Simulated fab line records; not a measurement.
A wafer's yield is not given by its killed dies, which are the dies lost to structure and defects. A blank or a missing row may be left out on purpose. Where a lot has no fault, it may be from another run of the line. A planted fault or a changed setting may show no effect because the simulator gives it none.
Which of the tools did it? | flow sky130 | 13 lots, 39 wafers sampled, at 5 steps of a route of 708

## WHAT EACH GAUGE READ, for each wafer
SKY_VT_ADJUST_NCORE_CD_MEAS_07 targets a cd of 380 nm.
lot  | measured     | on        | cd-nm (nm)
L449 | day 8 12:18  | cd-sem-02 | 382.5 381.7 383.0
L452 | day 9 08:27  | cd-sem-02 | 379.8 379.1 380.0
L456 | day 10 20:50 | cd-sem-01 | 377.3 379.2 376.9
L458 | day 11 14:16 | cd-sem-01 | 381.2 380.8 382.7
L461 | day 11 20:50 | cd-sem-02 | 382.6 380.0 379.8
L462 | day 12 14:26 | cd-sem-01 | 382.6 381.2 382.7
L463 | day 12 15:13 | cd-sem-02 | 380.1 381.2 382.3
L464 | day 12 21:17 | cd-sem-01 | 377.5 380.8 378.0
L466 | day 13 16:56 | cd-sem-02 | 377.8 381.0 380.1
L468 | day 14 17:11 | cd-sem-01 | 376.9 380.1 382.4
L470 | day 14 20:15 | cd-sem-01 | 375.5 376.9 379.0
L471 | day 14 22:34 | cd-sem-01 | 377.3 375.5 377.6
L472 | day 15 19:32 | cd-sem-02 | 382.4 380.7 379.4

SKY_VT_ADJUST_NCORE_TW_MEAS_11.
lot  | measured     | on            | VT_ADJUST_NCORE_TW
L449 | day 8 12:42  | film-metro-01 | 218.3 218.5 219.6
L452 | day 9 20:46  | film-metro-01 | 218.0 219.7 219.4
L456 | day 10 21:14 | film-metro-02 | 220.7 221.4 220.1
L458 | day 11 14:40 | film-metro-01 | 216.2 215.7 215.6
L461 | day 11 21:14 | film-metro-02 | 188.4 188.6 188.7
L462 | day 12 14:50 | film-metro-03 | 218.6 219.3 220.6
L463 | day 12 15:37 | film-metro-03 | 187.2 188.6 187.4
L464 | day 12 21:41 | film-metro-03 | 219.7 220.7 220.2
L466 | day 13 17:20 | film-metro-01 | 216.5 216.9 216.6
L468 | day 14 17:35 | film-metro-02 | 221.9 222.6 223.1
L470 | day 14 20:39 | film-metro-01 | 216.2 216.1 216.5
L471 | day 14 22:58 | film-metro-02 | 221.8 221.2 221.7
L472 | day 15 19:56 | film-metro-03 | 218.5 219.9 218.7

SKY_SONOS_ONO_THK_MEAS_05.
lot  | measured     | on            | SONOS_ONO_CVD_04_THK (nm)
L449 | day 11 20:55 | film-metro-02 | 5.72 5.73 5.85
L452 | day 12 17:01 | film-metro-03 | 5.59 5.61 5.72
L456 | day 14 05:02 | film-metro-01 | 5.87 5.77 5.73
L458 | day 14 23:04 | film-metro-02 | 5.57 5.63 5.67
L461 | day 15 07:27 | film-metro-03 | 5.57 5.51 5.57
L462 | day 16 03:03 | film-metro-03 | 5.78 5.76 5.67
L463 | day 16 04:25 | film-metro-03 | 5.66 5.80 5.73
L464 | day 16 10:50 | film-metro-01 | 5.72 5.81 5.92
L466 | day 17 07:47 | film-metro-02 | 5.71 5.79 5.61
L468 | day 18 14:20 | film-metro-02 | 5.96 5.93 5.96
L470 | day 18 15:51 | film-metro-01 | 5.67 5.66 5.76
L471 | day 18 19:10 | film-metro-01 | 5.69 5.63 5.65
L472 | day 19 16:47 | film-metro-03 | 5.72 5.83 5.77

SKY_POLY_GATE_THK_MEAS_04.
lot  | measured     | on            | POLY_GATE_CVD_03_THK (nm)
L449 | day 15 12:59 | film-metro-04 | 74.6 74.8 74.7
L452 | day 16 06:25 | film-metro-04 | 74.5 75.1 75.4
L456 | day 18 00:55 | film-metro-03 | 74.8 74.2 75.3
L458 | day 18 19:13 | film-metro-04 | 75.3 74.9 75.2
L461 | day 19 07:02 | film-metro-02 | 74.3 74.3 74.2
L462 | day 20 04:09 | film-metro-02 | 74.2 74.6 74.7
L463 | day 20 06:35 | film-metro-03 | 75.1 75.1 75.4
L464 | day 20 13:43 | film-metro-03 | 75.2 74.7 74.3
L466 | day 21 11:50 | film-metro-04 | 75.0 75.8 74.7
L468 | day 22 16:30 | film-metro-04 | 75.4 74.9 75.5
L470 | day 22 20:04 | film-metro-03 | 76.8 75.8 75.7
L471 | day 22 23:31 | film-metro-04 | 75.5 75.1 74.9
L472 | day 24 02:33 | film-metro-04 | 74.8 74.5 74.9

## WHAT TOOL EACH LOT RAN ON (gives the tool, then ch and the chambers of the sampled wafers, and finally the start)
lot  | SKY_VT_ADJUST_NCORE_IMPLANT_09
L449 | implanter-02 ch 0, day 8 12:28
L452 | implanter-03 ch 0, day 9 20:32
L456 | implanter-02 ch 0, day 10 20:59
L458 | implanter-03 ch 0, day 11 14:26
L461 | implanter-03 ch 0, day 11 20:59
L462 | implanter-02 ch 0, day 12 14:35
L463 | implanter-03 ch 0, day 12 15:23
L464 | implanter-02 ch 0, day 12 21:26
L466 | implanter-04 ch 0, day 13 17:05
L468 | implanter-02 ch 0, day 14 17:20
L470 | implanter-02 ch 0, day 14 20:25
L471 | implanter-04 ch 0, day 14 22:44
L472 | implanter-03 ch 0, day 15 19:41
- SKY_VT_ADJUST_NCORE_IMPLANT_09

## AS READ BY THE TOOLS THEMSELVES (means over the sampled wafers that have a number; for cases with no such wafer, the mark the record gives instead)
SKY_VT_ADJUST_NCORE_IMPLANT_09.
lot  | tool         | beam-on-s (s) | dose-ions-cm2 | faraday-current-uA
L449 | implanter-02 | 9.83          | 2.4022e+12    | 13.8
L452 | implanter-03 | 10.13         | 2.3965e+12    | 13.4
L456 | implanter-02 | 9.95          | 2.4015e+12    | 13.6
L458 | implanter-03 | 9.95          | 2.3954e+12    | 13.6
L461 | implanter-03 | 10.13         | 1.3880e+12    | 7.7
L462 | implanter-02 | 9.94          | 2.4010e+12    | 13.6
L463 | implanter-03 | 10.03         | 1.3921e+12    | 7.8
L464 | implanter-02 | 10.02         | 2.3971e+12    | 13.5
L466 | implanter-04 | 9.88          | 2.4012e+12    | 13.7
L468 | implanter-02 | 9.95          | 2.4012e+12    | 13.6
L470 | implanter-02 | 10.01         | 2.3999e+12    | 13.5
L471 | implanter-04 | 10.25         | 2.3995e+12    | 13.2
L472 | implanter-03 | 9.70          | 2.3996e+12    | 13.9

## THE ANSWER, worked out from the rows above alone
Rule: the lots themselves supply what counts as usual. The widest of any qualifying gaps counts: lots, ordered by their means at a reading, are off when they make up no more than a third of the lots, leave a main group of 4 or more, and stand apart from it by 3 or more times the standard deviation of that group's means. Not used: any main group whose means are identical at the precision the tables above print for the reading. A lot without any number at a reading at which 4 lots or more have one is off too. Any other lot the step has rows for is counted as sound. First the gauges in route order, then the tools' own readings, where a lot's mean is used as printed above. The first step at which some lot is off is used, and at that step the reading that is off furthest; a lot without a number counts as furthest.
Off: L461, L463, seen at SKY_VT_ADJUST_NCORE_TW_MEAS_11 (VT_ADJUST_NCORE_TW). Mean 219.1 and standard deviation 2.1 in the main group.
A tool fits if, at a process step before that reading, it ran every lot that is off, and no sound lot after the first of them. The gauges at SKY_VT_ADJUST_NCORE_TW_MEAS_11 aren't tried: what is off there is off at SKY_VT_ADJUST_NCORE_IMPLANT_09 too, on other tools, and a gauge's error can't cause that. None of those tried fits.

## WHAT THE SIMULATOR PUT IN
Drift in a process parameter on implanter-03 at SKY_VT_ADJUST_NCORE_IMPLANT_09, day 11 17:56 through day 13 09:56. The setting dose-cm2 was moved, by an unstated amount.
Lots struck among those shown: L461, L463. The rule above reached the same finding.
